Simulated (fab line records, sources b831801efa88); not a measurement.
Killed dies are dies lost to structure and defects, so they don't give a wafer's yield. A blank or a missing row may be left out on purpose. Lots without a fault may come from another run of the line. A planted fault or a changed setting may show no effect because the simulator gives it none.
fab line records | flow gf180mcu | part 1 of 2: steps 1 to 36 of 37
record lots=6 wafers=18 last_day=33
route steps=602 shown M2@374 V2@382 M3@409 PASSIVATION@602
lots that met no fault: from a run of the same line without faults
start_h: hours from the record's first day to the start of the lot's first wafer shown | wait_h: hours since the lot's step before | " the same as in the row above | L1.1+2: a row that stands for several wafers | - no value, or no start given | * or withheld: withheld | < > ~ a bound
route shown NAME@n: a module of which the file shows steps, and the number in the route of the first | usual: mean/standard deviation of fault-free wafers | same: alike in all rows | chamber/n: place in a boat | sites: the reading at each site | _std_site: their standard deviation | _edge_site: outer sites' mean less inner sites' | radius_mm: how far each site lies from the wafer's centre | mask NAME#n: copy n | behind: the tool/chamber that last shaped the wafer | hold: why the lot was held/for how many hours/how that ended | device: the transistor (n, p or np) that didn't switch | end of line: the same wafers' tests at the end of the route | a step without rows: its recipe alone | killed: dies lost to structure and defects at the first sort, not the wafer's yield | map: a wafer's dies, x killed, . not, _ none there
set.NAME: the setting as run; set.NAME@STEP: as run at that earlier step | model.NAME: the simulator's own value behind a step, which no gauge read
lots at some steps of the route; a table a step, a row a wafer
services: from which hour (start_h, from the record's first day; less than 0 if before it) a tool's chamber was out of use, for how many hours, and why
## steps
# step GF_M2_PEB_12
# recipe peb_temp_c=135 peb_time_s=90 resist=KrF
# step GF_M2_DEVELOP_13
# recipe develop_time_s=60 dev_temp_c=21
# step GF_M2_CD_MEAS_14
# recipe target_cd_nm=280
# usual cd_nm=279.8/1.1
# columns lot.wafer tool chamber start_h wait_h cd_nm
L944.1 cd_sem-02 - 494.41 0.1 279.5
L944.3 " - " " 280.0
L944.6 " - " " 279.6
L945.2 cd_sem-01 - 508.93 0.1 280.2
L945.5 " - " " 280.5
L945.6 " - " " 279.9
L951.2 cd_sem-02 - 550.31 0.1 280.9
L951.3 " - " " 281.8
L951.6 " - " " 280.5
L954.1 cd_sem-01 - 574.49 0.1 277.3
L954.3 " - " " 278.1
L954.6 " - " " 278.3
L957.2 cd_sem-02 - 591.86 0.1 279.9
L957.3 " - " " 280.1
L957.6 " - " " 280.5
L958.1 cd_sem-01 - 598.86 0.1 277.7
L958.2 " - " " 277.2
L958.3 " - " " 277.6
# step GF_M2_OVL_MEAS_15
# usual M2_OVL=-2/5.1
# columns lot.wafer tool chamber start_h wait_h M2_OVL[nm]
L944.1 overlay-02 - 494.53 0.1 1
L944.3 " - " " 1
L944.6 " - " " -6
L945.2 overlay-01 - 509.04 0.1 -12
L945.5 " - " " -7
L945.6 " - " " -7
L951.2 overlay-01 - 550.42 0.1 4
L951.3 " - " " 0
L951.6 " - " " 3
L954.1 overlay-01 - 574.61 0.1 10
L954.3 " - " " 16
L954.6 " - " " 10
L957.2 overlay-01 - 591.97 0.1 0
L957.3 " - " " 0
L957.6 " - " " -8
L958.1 overlay-02 - 598.98 0.1 1
L958.2 " - " " 0
L958.3 " - " " -5
# step GF_M2_METAL_ETCH_16
# recipe chemistry=Cl2/BCl3 mask_material=KrF target_depth_nm=627.5 stop_on=SiO2 pressure_mtorr=8 icp_w=800 bias_w=140 Cl2_flow_sccm=80 bcl3_flow_sccm=40 time_s=104.6
# usual bias_w=140.1/0.48 drypump_motor_current_A=5.47/0.29 oes_product_au=0.975/0.0059 throttle_valve_pct=28.247/0.0097
# columns lot.wafer tool chamber start_h wait_h bias_w drypump_motor_current_A oes_product_au rf_hours_counter_h throttle_valve_pct
L944.1 rie_metal-02 0 494.57 0.0 140.1 5.30 0.969 6.1 28.238
L944.3 " 0 " " 140.3 5.30 0.979 - 28.249
L944.6 " 1 " " 140.1 5.74 0.977 - 28.249
L945.2 rie_metal-02 0 509.07 0.0 139.7 5.29 0.990 6.4 28.236
L945.5 " 0 " " 139.8 5.29 0.979 - 28.244
L945.6 " 1 " " 140.3 5.76 0.978 - 28.237
L951.2 rie_metal-02 0 550.45 0.0 139.6 5.30 0.986 7.4 28.254
L951.3 " 0 " " 139.8 5.30 0.979 - 28.248
L951.6 " 0 " " 139.8 5.30 0.983 - 28.235
L954.1 rie_metal-01 1 574.65 0.0 139.7 5.74 0.972 5.4 28.232
L954.3 " 0 " " 139.9 5.62 0.977 - 28.239
L954.6 " 0 " " 140.6 5.63 0.974 - 28.253
L957.2 rie_metal-02 0 592.00 0.0 140.8 5.29 0.978 8.1 28.233
L957.3 " 0 " " 140.4 5.28 0.971 - 28.252
L957.6 " 1 " " 141.3 5.73 0.979 - 28.244
L958.1 rie_metal-01 1 599.02 0.0 139.6 5.76 0.968 6.1 28.257
L958.2 " 0 " " 140.1 5.63 0.973 1.9 28.244
L958.3 " 0 " " 140.7 5.64 0.975 - 28.258
# step GF_M2_STRIP_17
# recipe chemistry=O2/N2 power_w=1400 pressure_mtorr=1500 platen_temp_c=250 o2_flow_sccm=3000 n2_flow_sccm=300 overash_fraction=0.5
# usual drypump_motor_current_A=5.9/0.64 heater_power_w=339/22 oes_product_au=0.557/0.0049 strip_time_to_endpoint_s=7.87/0.038
# columns lot.wafer tool chamber start_h wait_h drypump_motor_current_A heater_power_w oes_product_au rf_hours_counter_h strip_time_to_endpoint_s
L944.1 plasma_asher-02 0 494.68 0.1 5.4 333 0.568 9 7.85
L944.3 " 1 " " 6.8 370 0.562 - 7.84
L944.6 " 0 " " 5.4 345 0.563 - 7.88
L945.2 plasma_asher-02 1 509.18 0.1 6.8 369 0.548 10 7.83
L945.5 " 1 " " 6.8 363 0.560 - 7.84
L945.6 " 0 " " 5.4 331 0.556 - 7.88
L951.2 plasma_asher-04 1 550.56 0.1 5.3 305 0.569 90 7.88
L951.3 " 1 " " 5.2 302 0.561 - 7.89
L951.6 " 0 " " 5.2 303 0.552 - 7.86
L954.1 plasma_asher-02 1 574.76 0.1 6.8 366 0.557 17 7.82
L954.3 " 1 " " 6.8 362 0.563 - 7.91
L954.6 " 1 " " 6.8 367 0.554 - 7.88
L957.2 plasma_asher-02 0 592.11 0.1 5.4 338 0.555 19 7.85
L957.3 " 1 " " 6.8 358 0.558 - 7.84
L957.6 " 1 " " 6.8 366 0.560 - 7.84
L958.1 plasma_asher-02 0 599.13 0.1 5.4 344 0.552 19 7.77
L958.2 " 1 " " 6.8 354 0.550 19 7.85
L958.3 " 1 " " 6.8 365 0.558 - 7.91
# step GF_M2_STRIP_18
# recipe chemistry=post_etch_residue_remover time_s=1200 temp_c=72.5
# step GF_M2_CLEAN_19
# recipe chemistry=DIW dry=n2_spin
# step GF_V2_CVD_00
# recipe material=SiO2 target_thk_nm=600 sigma_open_frac=0.3 temp_c=400 time_s=100 sih4_flow_sccm=60 pressure_mtorr=6
# step GF_V2_THK_MEAS_01
# recipe reads=SiO2_of_V2_CVD_00
# usual V2_CVD_00_THK=599/6.7
# columns lot.wafer tool chamber start_h wait_h V2_CVD_00_THK[nm]
L944.1 film_metro-04 - 495.64 0.0 588
L944.3 " - " " 595
L944.6 " - " " 582
L945.2 film_metro-04 - 509.83 0.0 600
L945.5 " - " " 594
L945.6 " - " " 595
L951.2 film_metro-01 - 551.23 0.0 601
L951.3 " - " " 605
L951.6 " - " " 602
L954.1 film_metro-01 - 575.37 0.0 606
L954.3 " - " " 601
L954.6 " - " " 600
L957.2 film_metro-04 - 592.73 0.0 600
L957.3 " - " " 590
L957.6 " - " " 595
L958.1 film_metro-01 - 599.74 0.0 609
L958.2 " - " " 608
L958.3 " - " " 598
# step GF_V2_CVD_02
# recipe material=SiO2 target_thk_nm=850 precursor=TEOS temp_c=400 time_s=94.851 rf_w=600
# step GF_V2_THK_MEAS_03
# recipe reads=SiO2_of_V2_CVD_02
# usual V2_CVD_02_THK=848/11
# columns lot.wafer tool chamber start_h wait_h V2_CVD_02_THK[nm]
L944.1 film_metro-03 - 495.77 0.0 844
L944.3 " - " " 848
L944.6 " - " " 852
L945.2 film_metro-03 - 509.96 0.0 836
L945.5 " - " " 848
L945.6 " - " " 846
L951.2 film_metro-04 - 551.39 0.1 841
L951.3 " - " " 857
L951.6 " - " " 853
L954.1 film_metro-04 - 575.50 0.0 854
L954.3 " - " " 848
L954.6 " - " " 857
L957.2 film_metro-01 - 592.86 0.0 840
L957.3 " - " " 843
L957.6 " - " " 855
L958.1 film_metro-03 - 599.87 0.0 842
L958.2 " - " " 850
L958.3 " - " " 835
# step GF_V2_CMP_04
# recipe material=SiO2 down_force_psi=4 platen_rpm=60 pad_velocity_m_s=0.94248
# usual edge_zone_pressure_frac=1.000/0.0047 motor_current_A=12.5/1.3 time_to_endpoint_s=82/4.8
# columns lot.wafer tool chamber start_h wait_h edge_zone_pressure_frac motor_current_A time_to_endpoint_s model.SiO2_of_V2_CVD_02.thk_nm
L944.3 cmp-01 0 495.83 0.0 0.999 13.0 81 632.2
L944.1 " 1 " " 0.996 11.9 79 633.1
L944.6 " 0 " " 1.002 13.0 83 633.5
L945.2 cmp-02 1 510.01 0.0 0.988 15.0 81 633.7
L945.5 " 1 " " 0.993 14.7 84 633.3
L945.6 " 2 " " 0.993 11.8 84 633.6
L951.3 cmp-02 1 551.44 0.0 1.001 14.7 109 710.6
L951.2 " 0 " " 1.010 10.3 82 631.6
L951.6 " 1 " " 0.998 15.1 86 633.9
L954.3 cmp-02 1 575.56 0.0 1.004 14.7 104 709.2
L954.1 " 0 " " 1.006 10.8 81 632.3
L954.6 " 1 " " 0.997 15.0 87 633.4
L957.2 cmp-01 1 592.96 0.1 1.002 12.2 82 633
L957.3 " 2 " " 1.001 10.9 82 632.5
L957.6 " 0 " " 1.000 12.7 84 633
L958.2 cmp-01 0 599.93 0.0 0.997 12.3 74 631.7
L958.3 " 1 " " 0.997 12.4 73 631.8
L958.1 " 3 " " 1.007 11.6 73 632.7
# step GF_V2_BOW_MEAS_05
# recipe mode=bow
# usual V2_BOW=98/7.8
# columns lot.wafer tool chamber start_h wait_h V2_BOW[um]
L944.1 film_metro-04 - 496.13 0.2 97
L944.3 " - " " 96
L944.6 " - " " 104
L945.2 film_metro-04 - 510.33 0.3 82
L945.5 " - " " 91
L945.6 " - " " 86
L951.2 film_metro-01 - 551.76 0.1 105
L951.3 " - " " 101
L951.6 " - " " 106
L954.1 film_metro-01 - 575.86 0.1 85
L954.3 " - " " 81
L954.6 " - " " 94
L957.2 film_metro-01 - 593.23 0.2 86
L957.3 " - " " 99
L957.6 " - " " 96
L958.1 film_metro-03 - 600.23 0.1 97
L958.2 " - " " 111
L958.3 " - " " 102
# step GF_V2_DEHYDRATE_06
# recipe temp_c=200 time_s=60
# step GF_V2_HMDS_07
# recipe prime_time_s=60 prime_temp_c=120
# step GF_V2_COAT_08
# recipe resist=BARC temp_c=withheld time_s=withheld spin_rpm=withheld resist_thk_nm=withheld
# step GF_V2_COAT_09
# recipe resist=KrF spin_rpm=withheld resist_thk_nm=1000
# step GF_V2_SOFTBAKE_10
# recipe temp_c=130 time_s=60 resist=KrF
# step GF_V2_EXPOSE_11
# recipe mask_id=Via2 target_cd_nm=260 na=0.68 source_shape=conventional sigma_outer=0.6 dose_mj=38
# step GF_V2_PEB_12
# recipe peb_temp_c=135 peb_time_s=90 resist=KrF
# step GF_V2_DEVELOP_13
# recipe develop_time_s=60 resist=KrF dev_temp_c=21
# step GF_V2_CD_MEAS_14
# recipe target_cd_nm=260
# usual cd_nm=259.9/1.1
# columns lot.wafer tool chamber start_h wait_h cd_nm
L944.1 cd_sem-02 - 520.30 0.1 260.6
L944.3 " - " " 259.7
L944.6 " - " " 259.7
L945.2 cd_sem-02 - 533.38 0.1 258.2
L945.5 " - " " 258.5
L945.6 " - " " 258.1
L951.2 cd_sem-02 - 573.97 0.1 259.0
L951.3 " - " " 259.5
L951.6 " - " " 259.4
L954.1 cd_sem-01 - 596.84 0.1 260.8
L954.3 " - " " 261.2
L954.6 " - " " 259.2
L957.2 cd_sem-02 - 614.12 0.1 259.1
L957.3 " - " " 258.9
L957.6 " - " " 258.3
L958.1 cd_sem-02 - 620.54 0.1 260.7
L958.2 " - " " 258.1
L958.3 " - " " 259.5
# step GF_V2_OVL_MEAS_15
# usual V2_OVL=-2/4.7
# columns lot.wafer tool chamber start_h wait_h V2_OVL[nm]
L944.1 overlay-02 - 520.42 0.1 2
L944.3 " - " " -4
L944.6 " - " " -3
L945.2 overlay-02 - 533.48 0.1 0
L945.5 " - " " -2
L945.6 " - " " 2
L951.2 overlay-01 - 574.08 0.1 1
L951.3 " - " " -2
L951.6 " - " " 5
L954.1 overlay-01 - 596.96 0.1 0
L954.3 " - " " -4
L954.6 " - " " -7
L957.2 overlay-02 - 614.23 0.1 5
L957.3 " - " " 9
L957.6 " - " " -1
L958.1 overlay-02 - 620.66 0.1 -6
L958.2 " - " " 0
L958.3 " - " " -8
# step GF_V2_ETCH_16
# recipe chemistry=N2/H2 target_depth_a=withheld overetch_a=withheld time_s=withheld target=BARC ion_energy_ev=200 source_w=500 bias_w=100 pressure_mtorr=30 n2_flow_sccm=100 h2_flow_sccm=200
# usual bias_w=100.0/0.3 drypump_motor_current_A=5.9/0.39 oes_product_au=0.855/0.0044 throttle_valve_pct=13.223/0.0095
# columns lot.wafer tool chamber start_h wait_h bias_w drypump_motor_current_A oes_product_au throttle_valve_pct
L944.1 rie_diel-02 1 520.45 0.0 99.9 6.4 0.851 13.230
L944.3 " 3 " " 100.0 5.2 0.857 13.225
L944.6 " 1 " " 99.5 6.4 0.858 13.215
L945.2 rie_diel-01 1 533.51 0.0 100.3 5.9 0.854 13.222
L945.5 " 0 " " 100.0 5.9 0.861 13.220
L945.6 " 1 " " 100.5 5.9 0.860 13.220
L951.2 rie_diel-02 2 574.11 0.0 100.6 5.7 0.847 13.222
L951.3 " 1 " " 100.1 6.4 0.854 13.215
L951.6 " 2 " " 100.5 5.7 0.854 13.223
L954.1 rie_diel-04 2 597.00 0.0 100.0 5.2 0.858 13.219
L954.3 " 3 " " 99.9 6.2 0.852 13.217
L954.6 " 2 " " 99.8 5.2 0.854 13.217
L957.2 rie_diel-04 3 614.26 0.0 100.6 6.2 0.853 13.227
L957.3 " 2 " " 100.2 5.2 0.855 13.235
L957.6 " 1 " " 99.5 6.1 0.855 13.249
L958.1 rie_diel-01 0 620.70 0.0 99.8 5.9 0.850 13.228
L958.2 " 1 " " 100.3 5.9 0.848 13.226
L958.3 " 2 " " 100.2 5.8 0.852 13.214
# step GF_V2_ETCH_17
# recipe chemistry=C4F8/O2/Ar mask_material=KrF target=SiO2 stop_on=TiN source_w=1500 bias_w=1200 pressure_mtorr=40 c4f8_flow_sccm=withheld O2_flow_sccm=6 Ar_flow_sccm=300 time_s=withheld target_depth_a=6300
# usual bias_w=1200/3.1 oes_product_au=0.857/0.0049
# columns lot.wafer tool chamber start_h wait_h bias_w oes_product_au model.V2.feature_depth_nm model.etch.depth_nm
L944.1 rie_diel-02 1 - - 1198 0.857 633.1 633.1
L944.3 " 3 " " 1202 0.847 632.2 632.2
L944.6 " 1 " " 1198 0.861 633.5 633.5
L945.2 rie_diel-01 2 - - 1202 0.849 633.7 633.7
L945.5 " 2 " " 1201 0.858 633.3 633.3
L945.6 " 3 " " 1205 0.864 633.7 633.6
L951.2 rie_diel-02 2 - - 1200 0.859 631.6 631.6
L951.3 " 1 " " 1202 0.916 710.6 710.6
L951.6 " 2 " " 1199 0.861 633.9 633.9
L954.1 rie_diel-04 2 - - 1199 0.860 632.3 632.3
L954.3 " 3 " " 1195 0.917 709.2 709.2
L954.6 " 2 " " 1205 0.853 633.4 633.4
L957.2 rie_diel-04 3 - - 1210 0.857 633 633
L957.3 " 2 " " 1201 0.859 632.5 632.5
L957.6 " 1 " " 1201 0.860 633 633
L958.1 rie_diel-01 0 - - 1202 0.865 632.7 632.7
L958.2 " 1 " " 1199 0.851 631.7 631.7
L958.3 " 2 " " 1201 0.865 631.8 631.8
# step GF_V2_STRIP_18
# recipe chemistry=O2/N2 power_w=1400 pressure_mtorr=1500 platen_temp_c=250 o2_flow_sccm=3000 n2_flow_sccm=300 overash_fraction=0.5
# step GF_V2_STRIP_19
# recipe chemistry=post_etch_residue_remover time_s=1200 temp_c=72.5
# step GF_V2_CLEAN_20
# recipe chemistry=DIW dry=n2_spin
# step GF_V2_SPUTTER_21
# recipe material=Ti target_thk_nm=15 chamber_pressure_pa=5 power_w=2500 substrate_temp_c=200 time_s=80.02
# step GF_V2_SPUTTER_22
# recipe material=TiN target_thk_nm=10 chamber_pressure_pa=5 power_w=4000 time_s=40
# usual chamber_pressure_pa=4.999/0.0089 throttle_valve_pct=29.9/0.78
# columns lot.wafer tool chamber start_h wait_h chamber_pressure_pa throttle_valve_pct
L944.1 pvd_sputter-03 - 521.17 0.0 5.000 29.6
L944.3 " - " " 4.990 29.2
L944.6 " - " " 5.011 29.9
L945.2 pvd_sputter-03 - 534.23 0.0 5.006 29.1
L945.5 " - " " 4.992 31.3
L945.6 " - " " 5.011 29.3
L951.2 pvd_sputter-02 - 575.31 0.0 4.995 30.0
L951.3 " - " " 4.999 30.0
L951.6 " - " " 5.014 29.7
L954.1 pvd_sputter-03 - 597.72 0.0 5.008 29.7
L954.3 " - " " 5.003 28.9
L954.6 " - " " 4.999 29.2
L957.2 pvd_sputter-04 - 614.98 0.0 4.997 28.5
L957.3 " - " " 4.994 30.8
L957.6 " - " " 5.003 28.7
L958.1 pvd_sputter-03 - 621.42 0.0 4.994 31.5
L958.2 " - " " 4.996 29.8
L958.3 " - " " 4.991 29.1
# step GF_V2_CVD_23
# recipe material=W target_thk_nm=350 time_s=104.94 temp_c=400 pressure_torr=40
# usual heater_power_w=808/100
# columns lot.wafer tool chamber start_h wait_h heater_power_w
L944.1 cvd_w-02 1 521.21 0.0 692
L944.3 " 0 " " 865
L944.6 " 0 " " 859
L945.2 cvd_w-01 0 534.27 0.0 750
L945.5 " 1 " " 967
L945.6 " 0 " " 758
L951.2 cvd_w-02 1 575.35 0.0 695
L951.3 " 0 " " 864
L951.6 " 1 " " 707
L954.1 cvd_w-02 1 597.76 0.0 699
L954.3 " 0 " " 882
L954.6 " 0 " " 858
L957.2 cvd_w-02 0 615.02 0.0 886
L957.3 " 1 " " 706
L957.6 " 0 " " 862
L958.1 cvd_w-02 0 621.46 0.0 881
L958.2 " 1 " " 709
L958.3 " 1 " " 695
# step GF_V2_RS_MEAS_24
# recipe thk_meas_gauge=four-point-probe reads=W_of_V2_CVD_23+TiN_of_V2_SPUTTER_22+Ti_of_V2_SPUTTER_21
# usual V2_W_RS=0.326/0.0033
# columns lot.wafer tool chamber start_h wait_h V2_W_RS[ohm/sq]
L944.1 film_metro-03 - 521.33 0.1 0.324
L944.3 " - " " 0.322
L944.6 " - " " 0.323
L945.2 film_metro-04 - 534.41 0.1 0.324
L945.5 " - " " 0.331
L945.6 " - " " 0.326
L951.2 film_metro-03 - 575.49 0.1 0.325
L951.3 " - " " 0.324
L951.6 " - " " 0.327
L954.1 film_metro-03 - 597.87 0.1 0.334
L954.3 " - " " 0.330
L954.6 " - " " 0.328
L957.2 film_metro-03 - 615.15 0.1 0.324
L957.3 " - " " 0.324
L957.6 " - " " 0.324
L958.1 film_metro-04 - 621.57 0.1 0.324
L958.2 " - " " 0.326
L958.3 " - " " 0.325
# step GF_V2_THK_MEAS_25
# recipe thk_meas_gauge=xrf reads=W_of_V2_CVD_23
# usual V2_W_THK=347/4.4
# columns lot.wafer tool chamber start_h wait_h V2_W_THK[nm]
L944.1 film_metro-03 - 521.45 0.1 342
L944.3 " - " " 346
L944.6 " - " " 344
L945.2 film_metro-04 - 534.52 0.1 347
L945.5 " - " " 339
L945.6 " - " " 343
L951.2 film_metro-03 - 575.60 0.1 347
L951.3 " - " " 345
L951.6 " - " " 343
L954.1 film_metro-03 - 597.99 0.1 335
L954.3 " - " " 339
L954.6 " - " " 341
L957.2 film_metro-03 - 615.26 0.1 344
L957.3 " - " " 345
L957.6 " - " " 346
L958.1 film_metro-04 - 621.69 0.1 351
L958.2 " - " " 346
L958.3 " - " " 349
# step GF_V2_CMP_26
# recipe stop_on=SiO2 down_force_psi=3.5 platen_rpm=60 t_overpolish_s=15 target_thk_nm=0 pad_velocity_m_s=0.94248
# usual edge_zone_pressure_frac=1.000/0.0048 motor_current_A=11.1/1.1
# columns lot.wafer tool chamber start_h wait_h edge_zone_pressure_frac motor_current_A model.SiO2_of_V2_CVD_02.thk_nm
L944.3 cmp-01 2 521.56 0.1 1.006 10.2 628.4
L944.1 " 0 " " 0.989 11.9 629.3
L944.6 " 2 " " 1.000 9.9 629.7
L945.2 cmp-02 0 534.67 0.1 0.993 9.9 629.9
L945.5 " 2 " " 0.998 11.2 629.5
L945.6 " 3 " " 0.995 11.7 629.9
L951.3 cmp-02 2 575.91 0.3 0.998 11.4 706.8
L951.2 " 0 " " 0.993 9.8 627.8
L951.6 " 1 " " 1.006 12.5 630.1
L954.1 cmp-01 2 598.10 0.1 1.000 10.1 628.5
L954.3 " 3 " " 0.999 9.8 705.4
L954.6 " 2 " " 1.001 10.1 629.6
L957.2 cmp-02 3 615.31 0.0 1.005 11.9 629.2
L957.3 " 0 " " 1.003 9.4 628.7
L957.6 " 0 " " 1.003 9.8 629.2
L958.3 cmp-01 2 621.75 0.0 1.004 10.2 628.1
L958.2 " 3 " " 1.002 10.4 627.9
L958.1 " 1 " " 0.998 10.6 628.9
# step GF_M3_SPUTTER_00
# recipe material=Ti target_thk_nm=37.5 arriving_ion_energy_ev=80 substrate_temp_c=200 chamber_pressure_pa=2 power_w=4000 time_s=150
## key
first_sign step=GF_V2_CMP_04 reading=time_to_endpoint_s direction=up sigmas=5.2 usual=* struck=*
effect step=GF_V2_ETCH_17 reading=oes_product_au direction=up sigmas=12 usual=0.857 struck=0.917
model_effect step=GF_V2_CMP_04 value=SiO2_of_V2_CVD_02.thk_nm without=632.8 struck=709.9
model_effect step=GF_V2_ETCH_17 value=V2.feature_depth_nm without=632.8 struck=709.9
model_effect step=GF_V2_CMP_26 value=SiO2_of_V2_CVD_02.thk_nm without=629 struck=706.1
met_at GF_V2_CMP_04
struck_wafers L951.3,L954.3
onset_between 510.01 551.44
fault kind=process_parameter_drift tool=cmp-02 chamber=- onset_h=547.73 steps=GF_V2_CMP_04 channel=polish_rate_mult offset=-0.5 shape=step end_h=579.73 scope=struck_wafers_only
